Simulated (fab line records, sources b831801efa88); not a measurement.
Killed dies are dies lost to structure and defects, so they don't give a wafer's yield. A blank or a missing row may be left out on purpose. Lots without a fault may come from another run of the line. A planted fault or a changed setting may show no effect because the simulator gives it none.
Problem report in the 8D (eight disciplines) form, filled by code | flow gf180mcu | the parts of the form that need people (team, actions taken, sign-off) are left out

1. THE PROBLEM
DNWELL_TW at GF_DNWELL_TW_MEAS_09 reads a mean of 1461 on 6 wafers of 2 lots; wafers without a fault read 1335 with a standard deviation of 20. That is +6.3 standard deviations from the usual mean.
First seen on wafer L993.1, day 5 15:14, on film_metro-02. The record holds 39 wafers of 13 lots with a number at this step. Rule for "out", or "out of limits": more than 4 standard deviations from the usual mean. The other wafers with a number count as sound.

2. WHAT IT IS AND WHAT IT IS NOT
question                    | is                           | is not
which readings at this step | DNWELL_TW                    | -
which lots                  | L993, L995                   | L101, L980, L981, L982, L983, L984, L985, L986, L987, L990, L999
which wafers of those lots  | all that have a number       | -
read on which gauges        | film_metro-02, film_metro-03 | film_metro-01
when                        | from day 5 15:14             | up to then (27 sound wafers); but 6 sound wafers of L101, L999 came after

3. SUSPECTS, AND WHAT RULES EACH OUT
Counting: a tool at a process step up to the reading stays a suspect if it ran every lot that is out and no sound lot after the first of them.
- the gauge at GF_DNWELL_TW_MEAS_09: ruled out. The wafers that are out were read on 2 gauges (film_metro-02, film_metro-03).
- implanter-03 at GF_DNWELL_IMPLANT_07: kept. It ran every lot that is out, first L993 (day 5 14:59), and no sound lot after that. Its own readings are out on those wafers: beam_on_s, end_station_pressure_torr, faraday_current_uA.
Left after counting: implanter-03 at GF_DNWELL_IMPLANT_07.

4. THE CAUSE (what the simulator had put in)
Process parameter drift: implanter-03, from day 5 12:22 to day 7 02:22, at GF_DNWELL_IMPLANT_07. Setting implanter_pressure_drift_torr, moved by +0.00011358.
Process parameter drift: implanter-03, from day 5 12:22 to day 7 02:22, at GF_DNWELL_IMPLANT_07. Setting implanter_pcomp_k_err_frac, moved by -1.
Counting left only this tool.

5. THE CHAIN OF EFFECTS, in route order
Each row: a reading whose mean over the struck wafers that have a number lies more than 3 standard deviations from the usual. Only readings for which the record gives a usual standard deviation are gone through. hours: the time from each lot's start at the first step in this table that gives one to its start at this step, as a median over the lots. sigmas: the change in usual standard deviations.
hours | step                 | reading                   | usual         | on struck wafers | change    | sigmas
0     | GF_DNWELL_IMPLANT_07 | beam_on_s                 | 10.00 s       | 12.81            | +2.81     | +15
0     | GF_DNWELL_IMPLANT_07 | end_station_pressure_torr | 5.09e-06 Torr | 1.23e-04         | +1.18e-04 | +99 or more
0     | GF_DNWELL_IMPLANT_07 | faraday_current_uA        | 56.4          | 44.4             | -12.0     | -12
0     | GF_DNWELL_TW_MEAS_09 | DNWELL_TW                 | 1335          | 1461             | +126      | +6.3
The process steps in it:
- GF_DNWELL_IMPLANT_07
Later measuring or inspecting steps at which every struck wafer that the step has a row for has a number for every such reading, and none has moved that far: GF_NWELL_TW_MEAS_11, GF_VT_IMPLANT_OVL_MEAS_18.

6. WHAT WOULD HAVE CAUGHT IT SOONER
In this record the first reading out of limits at a measuring or inspecting step was taken at day 5 15:14, 3 hours after the fault began at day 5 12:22.
The tool's own readings at GF_DNWELL_IMPLANT_07 were out on every struck wafer that the step has a row for (beam_on_s, end_station_pressure_torr, faraday_current_uA): an alarm limit on them would have fired on the first of those.
Of the lots that are out (2), L995 began GF_DNWELL_IMPLANT_07 on implanter-03 after day 5 15:14. A hold on the tool at that time would have spared it.
